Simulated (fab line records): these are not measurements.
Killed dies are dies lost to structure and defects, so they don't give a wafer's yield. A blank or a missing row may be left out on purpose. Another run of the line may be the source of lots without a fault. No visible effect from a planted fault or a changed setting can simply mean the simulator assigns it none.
Which tool is to blame? -- flow gf180mcu -- 14 lots with 42 wafers sampled at 4 steps, on a route of 602 steps

WHAT EACH GAUGE READ, for each wafer
GF_CONTACT_OVL_MEAS_15.
lot,measured,on,CONTACT_OVL (nm)
L295,day 16 06:32,overlay-01,-5 -1 0
L296,day 16 11:58,overlay-01,-9 -16 -10
L297,day 16 20:10,overlay-01,-1 3 -4
L298,day 17 05:47,overlay-01,-4 -1 -3
L299,day 17 16:38,overlay-01,-11 -11 -12
L300,day 18 02:11,overlay-01,1 5 1
L301,day 18 05:26,overlay-01,3 -1 5
L302,day 18 19:13,overlay-01,5 7 3
L313,day 22 14:50,overlay-01,4 1 12
L314,day 23 00:51,overlay-01,2 7 8
L315,day 23 07:07,overlay-01,3 3 3
L316,day 23 15:28,overlay-01,-6 -8 3
L317,day 23 22:08,overlay-01,8 7 3
L318,day 24 04:41,overlay-02,7 4 2

GF_V1_OVL_MEAS_15.
lot,measured,on,V1_OVL (nm)
L295,day 18 07:08,overlay-01,5 7 12
L296,day 18 13:23,overlay-02,7 5 10
L297,day 18 22:29,overlay-02,-2 0 1
L298,day 19 08:25,overlay-02,-5 -2 2
L299,day 19 19:53,overlay-01,-10 0 -3
L300,day 20 06:29,overlay-01,1 -4 -1
L301,day 20 08:04,overlay-02,-2 4 -3
L302,day 20 23:31,overlay-02,-3 1 3
L313,day 24 15:23,overlay-02,0 7 7
L314,day 25 00:50,overlay-02,4 -2 7
L315,day 25 06:37,overlay-02,-7 1 0
L316,day 25 15:01,overlay-01,10 4 12
L317,day 25 23:38,overlay-01,-4 -2 -2
L318,day 26 02:35,overlay-01,7 5 7

WHICH TOOL RAN EACH LOT (tool, then ch and the chambers of the sampled wafers, then the start)
lot,GF_STI_ETCH_14,GF_M1_SPUTTER_02
L295,"rieSi-01 ch 0,2,3, day 2 02:43","pvdSputter-02, day 16 07:50"
L296,"rieSi-02 ch 0,2,3, day 2 08:04","pvdSputter-02, day 16 13:16"
L297,"rieSi-02 ch 2,3, day 2 11:25","pvdSputter-02, day 16 21:29"
L298,"rieSi-01 ch 0,1,2, day 2 17:46","pvdSputter-01, day 17 07:06"
L299,"rieSi-01 ch 1,2, day 2 22:49","pvdSputter-04, day 17 17:56"
L300,"rieSi-01 ch 0,1, day 3 04:22","pvdSputter-01, day 18 03:30"
L301,"rieSi-01 ch 0,2,3, day 3 08:04","pvdSputter-02, day 18 06:44"
L302,"rieSi-01 ch 0,1,3, day 3 14:10","pvdSputter-02, day 18 20:32"
L313,"rieSi-02 ch 0,2,3, day 5 22:13","pvdSputter-04, day 22 16:37"
L314,"rieSi-02 ch 2,3, day 6 03:34","pvdSputter-04, day 23 02:13"
L315,"rieSi-02 ch 0,2,3, day 6 08:24","pvdSputter-02, day 23 08:26"
L316,"rieSi-01 ch 0,1,3, day 6 13:34","pvdSputter-01, day 23 16:46"
L317,"rieSi-01 ch 1,2,3, day 6 18:55","pvdSputter-01, day 24 02:22"
L318,"rieSi-01 ch 2,3, day 7 00:01","pvdSputter-01, day 24 05:59"
- GF_STI_ETCH_14: etches Si in HBr/Cl2/O2, target depth 360 nm, time 102.9 s.
- GF_M1_SPUTTER_02: material AlCu, target thk 450 nm, time 23.9 s.

WHAT THE TOOLS THEMSELVES READ (means of the sampled wafers that have a number; where no wafer has one, the mark that the record gives instead)
GF_STI_ETCH_14.
lot,tool,chamberPressureMTorr (mTorr),drypumpMotorCurrentA (A),oesProductAu (a.u.),rfFwdPowerW (W),throttleValvePct (%)
L295,rieSi-01,14.996,5.5,1.010,596.4,25.644
L296,rieSi-02,14.993,5.4,1.010,596.8,25.651
L297,rieSi-02,15.021,5.4,1.008,598.2,25.652
L298,rieSi-01,15.002,5.3,1.009,599.0,25.650
L299,rieSi-01,15.005,5.3,1.005,599.3,25.649
L300,rieSi-01,15.008,5.4,0.992,564.9,25.655
L301,rieSi-01,15.009,5.5,0.991,563.8,25.668
L302,rieSi-01,14.996,5.7,0.990,566.7,25.666
L313,rieSi-02,14.993,5.4,0.997,595.9,25.665
L314,rieSi-02,14.994,5.2,1.013,596.0,25.644
L315,rieSi-02,14.990,5.4,0.996,597.3,25.656
L316,rieSi-01,14.999,5.6,1.013,594.8,25.645
L317,rieSi-01,14.995,5.6,1.006,598.1,25.661
L318,rieSi-01,15.007,5.4,1.007,597.9,25.656

GF_M1_SPUTTER_02.
lot,tool,throttleValvePct (%)
L295,pvdSputter-02,30.4
L296,pvdSputter-02,29.9
L297,pvdSputter-02,30.8
L298,pvdSputter-01,30.3
L299,pvdSputter-04,29.4
L300,pvdSputter-01,30.0
L301,pvdSputter-02,30.2
L302,pvdSputter-02,30.3
L313,pvdSputter-04,30.5
L314,pvdSputter-04,30.4
L315,pvdSputter-02,30.6
L316,pvdSputter-01,30.4
L317,pvdSputter-01,29.8
L318,pvdSputter-01,30.3

THE ANSWER, worked out from the rows above alone
Rule: the usual values come from the lots themselves. Put in order of their means at a reading, lots are off if they are a third of the lots or fewer, leave a main group of 4 or more, and stand apart from it by a gap of 3 or more times the standard deviation of the main group's means; of several such gaps the widest counts. The tables above print the reading to a certain number of digits; a main group whose means all agree to those digits is not used. A lot without any number at a reading at which 4 lots or more have one is off too. All remaining lots with rows at the step are treated as sound. After the gauges, taken in route order, come the tools' own readings; for these a lot's mean is taken, as printed above. The first step at which some lot is off is used, and at that step the reading that is off furthest; a lot without a number counts as furthest.
Off, at GF_STI_ETCH_14 on rfFwdPowerW: L300, L301, L302. Main group: mean 597.2 W, sd 1.3.
A tool fits if, at that step or a process step before it, it ran every lot that is off, and no sound lot after the first of them. None of those tried fits.

WHAT THE SIMULATOR HAD PUT IN
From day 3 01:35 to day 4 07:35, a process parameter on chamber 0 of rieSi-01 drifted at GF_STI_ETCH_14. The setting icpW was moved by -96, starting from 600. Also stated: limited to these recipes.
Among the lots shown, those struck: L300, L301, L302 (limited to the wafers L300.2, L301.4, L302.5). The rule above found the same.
